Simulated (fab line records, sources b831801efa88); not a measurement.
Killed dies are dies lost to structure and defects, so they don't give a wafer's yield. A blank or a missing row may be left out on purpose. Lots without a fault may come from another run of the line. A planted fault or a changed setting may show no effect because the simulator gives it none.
fab line records | flow sfq_line
record lots=14 wafers=41 last_day=95
route steps=325 shown L0@12 I0@43 M2@100
lots that met no fault: from a run of the same line without faults
start_h: hours from the record's first day to the start of the lot's first wafer shown | wait_h: hours since the lot's step before | " the same as in the row above | L1.1+2: a row that stands for several wafers | - no value, or no start given | * or withheld: withheld | < > ~ a bound
route shown NAME@n: a module of which the file shows steps, and the number in the route of the first | usual: mean/standard deviation of fault-free wafers | same: alike in all rows | chamber/n: place in a boat | sites: the reading at each site | _std_site: their standard deviation | _edge_site: outer sites' mean less inner sites' | radius_mm: how far each site lies from the wafer's centre | mask NAME#n: copy n | behind: the tool/chamber that last shaped the wafer | hold: why the lot was held/for how many hours/how that ended | device: the transistor (n, p or np) that didn't switch | end of line: the same wafers' tests at the end of the route | a step without rows: its recipe alone | killed: dies lost to structure and defects at the first sort, not the wafer's yield | map: a wafer's dies, x killed, . not, _ none there
set.NAME: the setting as run; set.NAME@STEP: as run at that earlier step | model.NAME: the simulator's own value behind a step, which no gauge read
steps of the route over a sample of lots; a table a step, a row a wafer
services: from which hour (start_h, from the record's first day; less than 0 if before it) a tool's chamber was out of use, for how many hours, and why
## steps
# step SFQ_TRILAYER_L0_BARC_OPEN_METAL_ETCH_010
# recipe mask_material=PR chemistry=O2 target_depth_nm=125 target=BARC icp_w=600 bias_w=80 pressure_mtorr=10 time_s=41.7
# usual drypump_motor_current_A=5.7/0.44 oes_product_au=0.685/0.0052 rf_fwd_power_W=594/3.4 run_length_s=70.1/0.37
# columns lot.wafer tool chamber start_h wait_h drypump_motor_current_A oes_product_au rf_fwd_power_W rf_hours_counter_h run_length_s
L884.1 rie_metal-01 0 75.73 0.1 5.4 0.688 595 6 70.2
L884.4 " 0 " " 5.4 0.687 596 - 70.7
L884.5 " 0 " " 5.4 0.696 596 - 70.2
L885.1 rie_metal-01 1 80.53 0.1 5.4 0.677 598 80 71.0
L885.4 " 1 " " 5.4 0.683 596 - 70.5
L885.6 " 0 " " 5.3 0.689 594 - 70.2
L886.1 rie_metal-01 0 90.98 0.1 5.3 0.678 593 8 70.2
L886.4 " 0 " " 5.3 0.694 595 - 70.4
L886.6 " 0 " " 5.4 0.686 591 - 70.9
L888.1 rie_metal-02 1 105.38 0.1 6.4 0.683 596 141 69.6
L888.3 " 1 " " 6.4 0.685 593 - 69.9
L888.6 " 1 " " 6.5 0.685 593 - 70.2
L892.2 rie_metal-02 0 126.98 0.1 5.3 0.681 595 1 69.6
L892.5 " 1 " " 6.4 0.693 597 - 69.9
L892.6 " 0 " " 5.3 0.681 594 - 69.7
L893.2 rie_metal-01 1 130.58 0.1 5.4 0.679 597 89 70.4
L893.3 " 0 " " 5.4 0.708 - - 68.8
L893.6 " 0 " " 5.4 0.676 596 - 70.5
L895.2 rie_metal-01 1 146.18 0.1 5.3 0.682 596 91 70.4
L895.3 " 1 " " 5.4 0.707 - - 68.8
L899.1 rie_metal-03 0 170.18 0.1 5.5 0.684 598 5 70.1
L899.4 " 1 " " 5.8 0.683 589 - 70.3
L899.5 " 0 " " 5.5 0.689 599 - 69.9
L900.1 rie_metal-03 1 178.58 0.1 5.8 0.688 587 164 70.8
L900.2 " 0 " " 5.5 0.684 596 6 69.7
L900.6 " 1 " " 5.8 0.681 584 - 70.6
L902.2 rie_metal-02 1 190.58 0.1 6.5 0.693 596 157 69.4
L902.4 " 0 " " 5.3 0.688 593 - 70.4
L902.6 " 1 " " 6.5 0.687 598 - 69.7
L904.3 rie_metal-03 1 209.07 0.1 5.7 0.685 588 - 70.1
L904.5 " 0 " " 5.5 0.687 598 - 69.7
L904.6 " 1 " " 5.8 0.681 592 - 70.1
L905.2 rie_metal-02 0 216.26 0.1 5.3 0.692 594 17 69.8
L905.3 " 0 " " 5.3 0.696 595 - 69.9
L905.4 " 1 " " 6.4 0.696 597 - 70.0
L906.1 rie_metal-02 1 222.26 0.1 6.5 0.682 595 163 69.5
L906.2 " 0 " " 5.3 0.687 592 18 70.1
L906.3 " 1 " " 6.4 0.684 598 - 70.0
L907.2 rie_metal-03 1 228.26 0.1 5.8 0.688 588 173 70.2
L907.4 " 0 " " 5.5 0.676 598 - 69.8
L907.5 " 1 " " 5.8 0.683 589 - 70.1
# step SFQ_TRILAYER_I0_DEP_PECVD_027
# recipe material=SiO2 temp_c=150 time_s=111.11 pressure_torr=2.4 rf_w=183.3 precursor=SiH4/N2O target_thk_nm=500
# usual heater_power_w=90/9 rf_fwd_power_W=182.2/0.62 throttle_valve_pct=24.5/0.96
# columns lot.wafer tool chamber start_h wait_h heater_power_w rf_fwd_power_W since_wet_clean_h throttle_valve_pct
L884.1 pecvd-03 1 260.47 0.0 94 182.4 422 23.8
L884.4 " 2 " " 83 182.4 - 25.3
L884.5 " 1 " " 97 183.1 - 23.7
L885.1 pecvd-01 2 265.25 0.0 88 182.4 57 22.3
L885.4 " 0 " " 82 181.6 - 23.6
L885.6 " 2 " " 98 182.0 - 22.5
L886.1 pecvd-04 2 276.05 0.0 92 182.3 821 25.3
L886.4 " 0 " " 103 180.9 - 24.0
L886.6 " 2 " " 77 181.3 - 25.1
L888.1 pecvd-04 1 296.47 0.0 78 182.4 841 25.2
L888.3 " 2 " " 85 181.5 841 24.9
L888.6 " 2 " " 89 181.3 - 25.2
L892.2 pecvd-01 2 346.98 0.0 91 182.5 139 22.7
L892.5 " 2 " " 98 182.5 - 22.8
L892.6 " 1 " " 101 182.4 - 23.9
L893.2 pecvd-03 0 356.58 0.0 94 181.7 518 26.2
L893.3 " 2 " " 79 182.5 518 25.2
L893.6 " 1 " " 92 183.0 - 24.4
L895.2 pecvd-03 2 376.86 0.0 81 182.9 538 25.4
L895.3 " 1 " " 94 182.7 538 24.1
L899.1 pecvd-01 1 401.99 0.0 95 182.4 194 24.1
L899.4 " 2 " " 92 181.9 - 23.0
L899.5 " 0 " " 85 180.8 - 23.8
L900.1 pecvd-04 1 410.39 0.0 86 181.6 955 25.3
L900.2 " 2 " " 92 182.5 955 25.7
L900.6 " 1 " " 68 181.9 - 25.5
L902.2 pecvd-04 2 424.91 0.0 95 182.2 970 25.7
L902.4 " 1 " " 71 182.2 - 25.7
L902.6 " 2 " " 79 182.0 - 25.7
L904.3 pecvd-01 1 457.31 0.0 95 181.4 249 24.5
L904.5 " 1 " " 96 181.9 - 24.6
L904.6 " 0 " " 80 183.2 - 23.8
L905.2 pecvd-01 2 466.38 0.0 107 182.3 258 23.0
L905.3 " 0 " " 83 182.9 258 23.7
L905.4 " 2 " " 93 182.8 - 23.2
L906.1 pecvd-04 1 478.16 0.0 78 181.5 1023 25.5
L906.2 " 2 " " 84 182.2 1023 25.6
L906.3 " 0 " " 91 181.8 1023 24.3
L907.2 pecvd-01 0 486.56 0.0 81 182.1 278 24.1
L907.4 " 2 " " 106 181.5 - 23.5
L907.5 " 1 " " 89 182.4 - 24.7
# step SFQ_TRILAYER_M2_ETCH_METAL_ETCH_060
# recipe target=Nb stop_on=SiO2 mask_material=PR chemistry=Cl2/Ar target_depth_nm=240 icp_w=600 bias_w=80 pressure_mtorr=10 time_s=120
# usual drypump_motor_current_A=5.5/0.39 oes_product_au=0.897/0.0068 rf_fwd_power_W=597.4/2.4 run_length_s=148.35/0.28
# columns lot.wafer tool chamber start_h wait_h drypump_motor_current_A oes_product_au rf_fwd_power_W rf_hours_counter_h run_length_s
L884.1 rie_metal-04 0 719.88 0.0 5.3 0.894 597.0 35 148.62
L884.4 " 1 " " 5.2 0.896 596.2 - 148.24
L884.5 " 1 " " 5.1 0.889 596.4 - 148.67
L885.1 rie_metal-03 0 731.76 0.0 5.5 0.901 597.4 75 148.02
L885.4 " 0 " " 5.5 0.895 597.3 - 147.92
L885.6 " 0 " " 5.5 0.900 599.4 - 147.94
L886.1 rie_metal-02 0 754.92 0.0 5.3 0.906 595.4 97 147.93
L886.4 " 1 " " 6.4 0.908 599.5 - 148.50
L886.6 " 1 " " 6.4 0.904 599.1 - 147.77
L888.1 rie_metal-02 1 766.92 0.0 6.4 0.888 597.9 52 148.15
L888.3 " 1 " " 6.4 0.900 601.1 - 147.79
L888.6 " 0 " " 5.3 0.901 597.8 - 148.56
L892.2 rie_metal-03 0 852.35 0.0 5.5 0.894 597.2 92 147.90
L892.5 " 1 " " 5.8 0.890 592.1 - 148.31
L892.6 " 0 " " 5.5 0.899 596.3 - 148.23
L893.2 rie_metal-04 1 853.55 0.0 5.2 0.894 600.7 71 148.31
L893.3 " 0 " " 5.2 0.907 599.9 - 148.85
L893.6 " 0 " " 5.3 0.897 597.3 - 148.24
L895.2 rie_metal-04 0 860.75 0.0 5.2 0.901 596.3 58 148.45
L895.3 " 1 " " 5.2 0.898 592.1 - 148.43
L899.1 rie_metal-04 1 886.68 0.0 5.2 0.887 602.8 77 148.39
L899.4 " 1 " " 5.1 0.896 603.5 - 148.29
L899.5 " 0 " " 5.3 0.897 601.2 - 148.66
L900.1 rie_metal-04 0 903.48 0.0 5.3 0.911 599.8 60 148.36
L900.2 " 1 " " 5.2 0.905 598.5 78 148.73
L900.6 " 1 " " 5.2 0.915 599.4 - 148.27
L902.2 rie_metal-04 1 932.45 0.0 5.2 0.891 596.4 83 148.38
L902.4 " 1 " " 5.2 0.903 595.5 - 148.37
L902.6 " 0 " " 5.3 0.898 598.8 - 148.42
L904.3 rie_metal-03 1 942.09 0.1 5.8 0.894 595.1 - 148.99
L904.5 " 0 " " 5.5 0.892 597.4 - 148.68
L904.6 " 1 " " 5.8 0.904 596.0 - 148.30
L905.2 rie_metal-03 0 944.45 0.0 5.5 0.891 599.5 104 148.01
L905.3 " 0 " " 5.5 0.893 599.5 - 148.04
L905.4 " 1 " " 5.8 0.894 594.0 - 148.26
L906.1 rie_metal-04 1 951.65 0.0 5.2 0.900 596.9 85 148.33
L906.2 " 0 " " 5.3 0.895 597.2 67 148.41
L906.3 " 0 " " 5.3 0.899 596.7 - 148.55
L907.2 rie_metal-02 0 961.25 0.0 5.3 0.905 595.8 127 148.47
L907.4 " 1 " " 6.5 0.901 600.7 - 147.95
L907.5 " 0 " " 5.3 0.902 594.4 - 148.00
# step SFQ_TRILAYER_M2_STRIP_STRIP_061
# recipe gas=O2 power_w=200 platen_temp_c=40 overash_fraction=0.65 chemistry=O2 pressure_mtorr=50
# usual drypump_motor_current_A=5.5/0.39 oes_product_au=1.004/0.0078
# columns lot.wafer tool chamber start_h wait_h drypump_motor_current_A oes_product_au rf_hours_counter_h
L884.1 rie_metal-04 0 720.00 0.1 5.3 1.009 35
L884.4 " 1 " " 5.2 1.014 -
L884.5 " 1 " " 5.2 1.007 -
L885.1 rie_metal-03 0 731.89 0.1 5.5 0.989 75
L885.4 " 0 " " 5.5 0.992 -
L885.6 " 0 " " 5.5 0.996 -
L886.1 rie_metal-02 0 755.05 0.1 5.3 1.003 97
L886.4 " 1 " " 6.4 1.001 -
L886.6 " 1 " " 6.5 0.993 -
L888.1 rie_metal-02 1 767.05 0.1 6.4 1.001 52
L888.3 " 1 " " 6.4 0.997 -
L888.6 " 0 " " 5.3 1.009 -
L892.2 rie_metal-03 0 852.47 0.1 5.5 0.994 92
L892.5 " 1 " " 5.8 1.009 -
L892.6 " 0 " " 5.5 1.004 -
L893.2 rie_metal-04 1 853.67 0.1 5.1 1.010 71
L893.3 " 0 " " 5.3 0.999 -
L893.6 " 0 " " 5.2 1.014 -
L895.2 rie_metal-04 0 860.87 0.1 5.3 1.009 58
L895.3 " 1 " " 5.2 1.006 -
L899.1 rie_metal-04 1 886.81 0.1 5.2 0.997 77
L899.4 " 1 " " 5.1 1.007 -
L899.5 " 0 " " 5.2 1.010 -
L900.1 rie_metal-04 0 903.61 0.1 5.2 1.003 60
L900.2 " 1 " " 5.2 0.999 78
L900.6 " 1 " " 5.2 0.994 -
L902.2 rie_metal-04 1 932.57 0.1 5.2 1.007 83
L902.4 " 1 " " 5.2 1.002 -
L902.6 " 0 " " 5.2 0.999 -
L904.3 rie_metal-03 1 942.37 0.2 5.8 1.016 -
L904.5 " 0 " " 5.5 1.001 -
L904.6 " 1 " " 5.8 1.013 -
L905.2 rie_metal-03 0 944.57 0.1 5.5 0.991 104
L905.3 " 0 " " 5.5 1.000 -
L905.4 " 1 " " 5.8 1.020 -
L906.1 rie_metal-04 1 951.77 0.1 5.1 1.004 85
L906.2 " 0 " " 5.3 1.004 67
L906.3 " 0 " " 5.3 0.999 -
L907.2 rie_metal-02 0 961.37 0.1 5.3 1.000 128
L907.4 " 1 " " 6.5 0.988 -
L907.5 " 0 " " 5.3 1.001 -
## services
# columns tool chamber start_h hours kind
rie_metal-03 - 66.95 0.1 repair
rie_metal-02 - 84.81 14.6 pm
rie_metal-03 0 95.85 11.9 repair
rie_metal-03 - 112.99 4.0 pm
rie_metal-03 0 146.80 10.5 repair
rie_metal-04 - 155.61 14.6 pm
rie_metal-02 - 203.10 0.6 repair
rie_metal-02 - 245.08 0.7 repair
rie_metal-04 1 350.32 11.1 repair
rie_metal-03 1 443.79 8.5 repair
rie_metal-04 0 458.12 19.4 repair
rie_metal-03 - 498.99 4.9 repair
rie_metal-04 0 518.06 14.3 repair
rie_metal-03 - 578.56 1.0 repair
rie_metal-03 0 599.35 48.2 repair
rie_metal-04 - 600.07 0.4 repair
rie_metal-03 1 627.63 16.1 repair
rie_metal-03 - 646.13 28.1 pm
rie_metal-03 - 674.23 2.8 pm
rie_metal-03 1 685.24 2.5 repair
rie_metal-03 - 751.85 15.6 pm
rie_metal-04 0 864.48 21.9 repair
rie_metal-03 0 876.51 1.5 repair
rie_metal-03 - 902.16 0.7 repair
## key
first_sign step=SFQ_TRILAYER_L0_BARC_OPEN_METAL_ETCH_010 reading=oes_product_au direction=up sigmas=4.3 usual=0.685 struck=0.708
effect step=SFQ_TRILAYER_L0_BARC_OPEN_METAL_ETCH_010 reading=run_length_s direction=down sigmas=3.5 usual=* struck=*
met_at SFQ_TRILAYER_L0_BARC_OPEN_METAL_ETCH_010
struck_lots L893,L895
struck_wafers L893.3,L895.3
not_acting_at SFQ_TRILAYER_I0_DEP_PECVD_027,SFQ_TRILAYER_M2_ETCH_METAL_ETCH_060,SFQ_TRILAYER_M2_STRIP_STRIP_061
onset_between 90.98 130.58
fault kind=process_parameter_drift tool=rie_metal-01 chamber=- onset_h=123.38 steps=SFQ_TRILAYER_L0_BARC_OPEN_METAL_ETCH_010 channel=time_s offset=* shape=step end_h=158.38 scope=struck_wafers_only acts_in=* stated=*
